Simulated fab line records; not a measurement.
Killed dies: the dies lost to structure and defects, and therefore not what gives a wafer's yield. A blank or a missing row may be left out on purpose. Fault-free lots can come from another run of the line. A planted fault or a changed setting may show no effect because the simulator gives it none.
Matching of chambers | flow sky130 | cmp-01 running SKY_VIA1_CMP_24: 4 sister chambers
The step polishes, stops on SiO2, t overpolish 15 s, target thk 0 nm. 14 wafers are shown with their chamber, then 7 later ones without.

## WAFERS WITH THEIR CHAMBER
wafer  | chamber | motorCurrentA (A) | timeToEndpointS (s)
L721.1 | 3       | 11.2              | 65.8
L721.2 | 0       | 12.3              | 63.7
L721.3 | 1       | 11.6              | 60.5
L723.1 | 3       | 12.0              | 62.2
L723.2 | 0       | 12.1              | 60.0
L723.4 | 2       | 11.8              | 59.3
L729.2 | 2       | 11.8              | 61.1
L729.3 | 1       | 11.6              | 62.2
L729.6 | 1       | 11.1              | 65.2
L730.1 | 0       | 11.7              | 66.3
L730.4 | 2       | 11.7              | 61.4
L730.5 | 3       | 11.2              | 64.5
L732.1 | 2       | 12.3              | 68.5
L732.3 | 1       | 11.2              | 65.3

SIGNATURES, as means of the wafers listed above
reading         | chamber 0 | chamber 1 | chamber 2 | chamber 3 | scatter within a chamber
motorCurrentA   | 12.033    | 11.375    | 11.900    | 11.467    | 0.323
timeToEndpointS | 63.333    | 63.300    | 62.575    | 64.167    | 3.05
Rule: for each reading, subtract the chamber's mean from the wafer's reading, divide by that reading's scatter and square the result; add these up over the readings and take the root, which gives the wafer's distance from the chamber. If the next closest chamber is less than 2 further off than the closest, the wafer can't be placed; otherwise it belongs to the closest. The scatter: take each reading less its chamber's mean, square it, sum over the shown wafers, divide by the number of wafers less the number of chambers, and take the root.

## WAFERS MISSING THEIR CHAMBER
wafer  | motorCurrentA (A) | timeToEndpointS (s)
L732.6 | 11.2              | 65.6
L739.1 | 11.6              | 64.7
L739.2 | 11.7              | 66.7
L739.4 | 11.6              | 67.6
L744.3 | 11.4              | 63.9
L744.4 | 11.5              | 65.8
L744.5 | 11.4              | 60.9

## THE CHAMBER EACH PASSED THROUGH
wafer  | from the rows above               | in truth
L732.6 | can't be placed: 1 or 3 or 2 or 0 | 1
L739.1 | can't be placed: 3 or 1 or 2 or 0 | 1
L739.2 | can't be placed: 3 or 2 or 1 or 0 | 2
L739.4 | can't be placed: 3 or 1 or 2 or 0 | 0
L744.3 | can't be placed: 1 or 3 or 2 or 0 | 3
L744.4 | can't be placed: 3 or 1 or 2 or 0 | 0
L744.5 | can't be placed: 1 or 3 or 2 or 0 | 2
Correct placement for 0 of the 7. Unplaceable from these rows: 7, with the true chamber sitting among the candidates in 7. Wrongly placed: 0.
